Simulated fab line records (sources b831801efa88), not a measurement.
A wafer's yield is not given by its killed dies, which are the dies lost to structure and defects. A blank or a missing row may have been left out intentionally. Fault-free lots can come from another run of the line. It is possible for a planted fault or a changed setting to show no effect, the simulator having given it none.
fab line records | flow sky130
record lots=6 | wafers=18 | last_day=50
route steps=708 shown SONOS_TUNNEL@158 SONOS_ONO@168
lots that met no fault: from a run of the same line without faults
start_h: the number of hours between the record's first day and the start of the first shown wafer of the lot | wait_h: time in hours since the lot's previous step | " repeats the value in the row above | L1.1+2: one row covering several wafers at once | - no value, or no start given | * or withheld: withheld | < > ~ a bound
route shown NAME@n: names a module that has steps shown in the file, with the first one's number in the route | usual: average and standard deviation across the fault-free wafers | same: alike in all rows | chamber/n: place in a boat | sites: each site's reading | _std_site: the standard deviation of these | _edge_site: outer sites' mean less inner sites' | radius_mm: how far each site lies from the wafer's centre | mask NAME#n: copy n | behind: the last tool/chamber to shape the wafer | hold: what put the lot on hold/how long, in hours/how the hold closed | device: which transistor (n, p or np) failed to switch | end of line: the route-end tests of the same wafers | step lacking rows: just its recipe | killed: the dies lost at the first sort to structure and to defects; this is not the yield of the wafer | map: shows each die of a wafer: x if killed, . if not, _ if none is there
set.NAME: the setting that was run; set.NAME@STEP: the one run at that earlier step | model.NAME: the simulator's own value behind a step, which no gauge read
a table for each step, a row for each wafer; lots at some steps of the route
services: from which hour (start_h, from the record's first day; less than 0 if before it) a tool's chamber was out of use, for how many hours, and why
## steps
# step SKY_SONOS_TUNNEL_EXPOSE_04
# recipe mask_id=TUNM | na=0.6 | source_shape=conventional | sigma_outer=0.6 | polarization=unpolarized | target_cd_nm=410 | dose_mj=136
# step SKY_SONOS_TUNNEL_PEB_05
# recipe temp_c=withheld | time_s=* | resist=NOVOLAK
# step SKY_SONOS_TUNNEL_DEVELOP_06
# recipe resist=NOVOLAK | developer=TMAH | develop_time_s=60 | dev_temp_c=23
# step SKY_SONOS_TUNNEL_CD_MEAS_07
# recipe target_cd_nm=410
# usual cd_nm=409.7/2.4
lot.wafer | tool      | chamber | start_h | wait_h | cd_nm
L798.1    | cd_sem-01 | -       | 280.36  | 0.1    | 410.8
L798.3    | "         | -       | "       | "      | 411.3
L798.5    | "         | -       | "       | "      | 412.3
L804.1    | cd_sem-01 | -       | 326.86  | 0.1    | 406.7
L804.2    | "         | -       | "       | "      | 406.7
L804.3    | "         | -       | "       | "      | 407.0
L805.2    | cd_sem-01 | -       | 338.58  | 0.1    | 408.0
L805.5    | "         | -       | "       | "      | 407.0
L805.6    | "         | -       | "       | "      | 406.7
L806.1    | cd_sem-02 | -       | 350.29  | 0.1    | 407.3
L806.2    | "         | -       | "       | "      | 405.9
L806.4    | "         | -       | "       | "      | 408.8
L814.2    | cd_sem-02 | -       | 412.31  | 0.1    | 408.5
L814.3    | "         | -       | "       | "      | 408.1
L814.4    | "         | -       | "       | "      | 407.5
L816.3    | cd_sem-01 | -       | 427.50  | 0.1    | 406.1
L816.4    | "         | -       | "       | "      | 407.1
L816.6    | "         | -       | "       | "      | 408.3
# step SKY_SONOS_TUNNEL_OVL_MEAS_08
# usual SONOS_TUNNEL_OVL=-1.5/1.6
lot.wafer | tool       | chamber | start_h | wait_h | SONOS_TUNNEL_OVL[nm]
L798.1    | overlay-01 | -       | 280.48  | 0.1    | -0.5
L798.3    | "          | -       | "       | "      | 0.7
L798.5    | "          | -       | "       | "      | 0.4
L804.1    | overlay-02 | -       | 326.98  | 0.1    | -1.0
L804.2    | "          | -       | "       | "      | -0.8
L804.3    | "          | -       | "       | "      | -1.0
L805.2    | overlay-01 | -       | 338.68  | 0.1    | -4.3
L805.5    | "          | -       | "       | "      | -1.9
L805.6    | "          | -       | "       | "      | -2.0
L806.1    | overlay-01 | -       | 350.41  | 0.1    | -3.9
L806.2    | "          | -       | "       | "      | -2.3
L806.4    | "          | -       | "       | "      | -2.5
L814.2    | overlay-02 | -       | 412.42  | 0.1    | 1.7
L814.3    | "          | -       | "       | "      | -0.9
L814.4    | "          | -       | "       | "      | 0.5
L816.3    | overlay-01 | -       | 427.59  | 0.1    | -3.1
L816.4    | "          | -       | "       | "      | -1.9
L816.6    | "          | -       | "       | "      | -5.7
# step SKY_SONOS_TUNNEL_IMPLANT_09
# recipe species=B | energy_kev=20 | dose_cm2=1e+12 | tilt_deg=withheld
# step SKY_SONOS_TUNNEL_WET_ETCH_10
# recipe chemistry=dHF | target_depth_nm=14 | target=SiO2 | dilution=100:1 | temp_c=25 | time_s=280
# step SKY_SONOS_TUNNEL_STRIP_11
# recipe chemistry=SPM | time_s=600 | temp_c=130
# step SKY_SONOS_TUNNEL_TW_MEAS_12
# usual SONOS_TUNNEL_TW=199.0/1.6
lot.wafer | tool          | chamber | start_h | wait_h | SONOS_TUNNEL_TW
L798.1    | film_metro-02 | -       | 280.96  | 0.0    | 199.4
L798.3    | "             | -       | "       | "      | 200.3
L798.5    | "             | -       | "       | "      | 200.4
L804.1    | film_metro-02 | -       | 327.43  | 0.0    | 202.3
L804.2    | "             | -       | "       | "      | 201.9
L804.3    | "             | -       | "       | "      | 202.0
L805.2    | film_metro-03 | -       | 339.14  | 0.0    | 197.7
L805.5    | "             | -       | "       | "      | 197.4
L805.6    | "             | -       | "       | "      | 198.2
L806.1    | film_metro-02 | -       | 350.86  | 0.0    | 201.6
L806.2    | "             | -       | "       | "      | 200.7
L806.4    | "             | -       | "       | "      | 200.1
L814.2    | film_metro-03 | -       | 412.94  | 0.1    | 197.2
L814.3    | "             | -       | "       | "      | 196.2
L814.4    | "             | -       | "       | "      | 197.0
L816.3    | film_metro-03 | -       | 428.05  | 0.0    | 197.2
L816.4    | "             | -       | "       | "      | 197.2
L816.6    | "             | -       | "       | "      | 197.3
# step SKY_SONOS_TUNNEL_CLEAN_13
# recipe chemistry=dHF | time_s=20 | dilution=100:1 | dry=ipa_marangoni
# step SKY_SONOS_ONO_OXIDATION_00
# recipe temp_c=800 | ambient=O2 | idle_temp_c=700 | ramp_up_c_per_min=10 | ramp_down_c_per_min=3 | stabilise_s=600 | purge_s=300 | target_thk_a=26 | ox_time_s=1249
# step SKY_SONOS_ONO_THK_MEAS_01
# recipe reads=SiO2_of_SONOS_ONO_OXIDATION_00
# usual SONOS_ONO_OXIDATION_THK=2.61/0.053
lot.wafer | tool          | chamber | start_h | wait_h | SONOS_ONO_OXIDATION_THK[nm]
L798.1    | film_metro-03 | -       | 282.38  | 0.0    | 2.62
L798.3    | "             | -       | "       | "      | 2.64
L798.5    | "             | -       | "       | "      | 2.70
L804.1    | film_metro-01 | -       | 328.85  | 0.0    | 2.55
L804.2    | "             | -       | "       | "      | 2.52
L804.3    | "             | -       | "       | "      | 2.58
L805.2    | film_metro-04 | -       | 340.56  | 0.0    | 2.68
L805.5    | "             | -       | "       | "      | 2.61
L805.6    | "             | -       | "       | "      | 2.61
L806.1    | film_metro-01 | -       | 352.98  | 0.0    | 2.68
L806.2    | "             | -       | "       | "      | 2.60
L806.4    | "             | -       | "       | "      | 2.63
L814.2    | film_metro-04 | -       | 414.36  | 0.0    | 2.55
L814.3    | "             | -       | "       | "      | 2.54
L814.4    | "             | -       | "       | "      | 2.60
L816.3    | film_metro-04 | -       | 430.08  | 0.0    | 2.58
L816.4    | "             | -       | "       | "      | 2.59
L816.6    | "             | -       | "       | "      | 2.51
# step SKY_SONOS_ONO_CVD_02
# recipe material=Si3N4 | precursor=DCS/NH3 | target_thk_nm=10.5 | temp_c=770 | time_s=180 | pressure_mtorr=250
# usual spike_tc_top_C=787.2/1.2 | spike_tc_upper_C=770.1/1.3 | zone_power_bottom_pct=20.2/0.68
lot.wafer | tool     | chamber | start_h | wait_h | spike_tc_top_C | spike_tc_upper_C | zone_power_bottom_pct | model.Si3N4_of_SONOS_ONO_CVD_02.thk_nm
L798.1    | lpcvd-02 | 0       | 282.44  | 0.1    | 787.3          | 769.8            | 19.4                  | 10.55
L798.3    | "        | 0       | "       | "      | 787.1          | 771.6            | 18.7                  | 10.64
L798.5    | "        | 0       | "       | "      | 786.2          | 771.0            | 19.4                  | 10.67
L804.1    | lpcvd-02 | 1       | 329.84  | 1.0    | 789.3          | 769.2            | 20.5                  | 10.52
L804.2    | "        | 1       | "       | "      | 788.1          | 770.0            | 20.8                  | 10.46
L804.3    | "        | 1       | "       | "      | 787.1          | 769.3            | 20.7                  | 10.54
L805.2    | lpcvd-02 | 1       | 340.61  | 0.0    | 789.5          | 770.6            | 20.9                  | 15.71
L805.5    | "        | 1       | "       | "      | 786.7          | 769.4            | 20.8                  | 15.9
L805.6    | "        | 1       | "       | "      | 787.1          | 769.0            | 20.7                  | 15.75
L806.1    | lpcvd-02 | 1       | 354.37  | 1.4    | 785.8          | 771.2            | 20.5                  | 15.81
L806.2    | "        | 1       | "       | "      | 786.4          | 770.2            | 20.5                  | 15.7
L806.4    | "        | 1       | "       | "      | 786.4          | 768.1            | 20.6                  | 15.75
L814.2    | lpcvd-02 | 0       | 414.41  | 0.0    | 786.3          | 772.9            | 19.2                  | 10.4
L814.3    | "        | 0       | "       | "      | 787.4          | 772.3            | 19.3                  | 10.39
L814.4    | "        | 0       | "       | "      | 786.4          | 771.0            | 19.1                  | 10.46
L816.3    | lpcvd-02 | 1       | 430.12  | 0.0    | 785.7          | 769.9            | 20.8                  | 10.51
L816.4    | "        | 1       | "       | "      | 788.6          | 769.5            | 20.3                  | 10.38
L816.6    | "        | 1       | "       | "      | 788.0          | 767.3            | 21.0                  | 10.47
# step SKY_SONOS_ONO_THK_MEAS_03
# recipe reads=Si3N4_of_SONOS_ONO_CVD_02
# usual SONOS_ONO_CVD_02_THK=10.51/0.11
lot.wafer | tool          | chamber | start_h | wait_h | SONOS_ONO_CVD_02_THK[nm]
L798.1    | film_metro-03 | -       | 283.49  | 0.0    | 10.58
L798.3    | "             | -       | "       | "      | 10.61
L798.5    | "             | -       | "       | "      | 10.63
L804.1    | film_metro-03 | -       | 330.89  | 0.0    | 10.56
L804.2    | "             | -       | "       | "      | 10.48
L804.3    | "             | -       | "       | "      | 10.52
L805.2    | film_metro-01 | -       | 341.67  | 0.0    | 15.74
L805.5    | "             | -       | "       | "      | 15.90
L805.6    | "             | -       | "       | "      | 15.77
L806.1    | film_metro-01 | -       | 355.95  | 0.0    | 15.83
L806.2    | "             | -       | "       | "      | 15.65
L806.4    | "             | -       | "       | "      | 15.74
L814.2    | film_metro-01 | -       | 415.47  | 0.0    | 10.40
L814.3    | "             | -       | "       | "      | 10.44
L814.4    | "             | -       | "       | "      | 10.44
L816.3    | film_metro-04 | -       | 431.19  | 0.0    | 10.51
L816.4    | "             | -       | "       | "      | 10.39
L816.6    | "             | -       | "       | "      | 10.52
# step SKY_SONOS_ONO_CVD_04
# recipe material=SiO2 | precursor=SiH4/N2O | target_thk_nm=5.7199 | temp_c=900 | pressure_mtorr=400
## services
tool     | chamber | start_h | hours | kind
lpcvd-02 | -       | 287.24  | 2.3   | repair
## key
first_sign step=SKY_SONOS_ONO_THK_MEAS_03 | reading=SONOS_ONO_CVD_02_THK | direction=up | sigmas=48 | usual=10.51 | struck=15.77
effect none on later readings
model_effect step=SKY_SONOS_ONO_CVD_02 | value=Si3N4_of_SONOS_ONO_CVD_02.thk_nm | without=10.51 | struck=15.77
met_at SKY_SONOS_ONO_CVD_02
struck_wafers L805.2,L805.5,L805.6,L806.1,L806.2,L806.4
tester_left_out L805,L806
onset_between 329.84 340.61
fault kind=process_parameter_drift | tool=lpcvd-02 | chamber=- | onset_h=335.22 | steps=SKY_SONOS_ONO_CVD_02 | channel=target_thk_nm | offset=5.2565 | shape=step | end_h=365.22 | acts_in=these_recipes_only | stated=10.5
# tester_left_out: of these lots the tester's yield and bins aren't shown, on N5 and GAA mostly nor the transistor test; their killed dies are dies lost to structure and defects alone, not to doping, threshold or leakage, so they don't give the yield
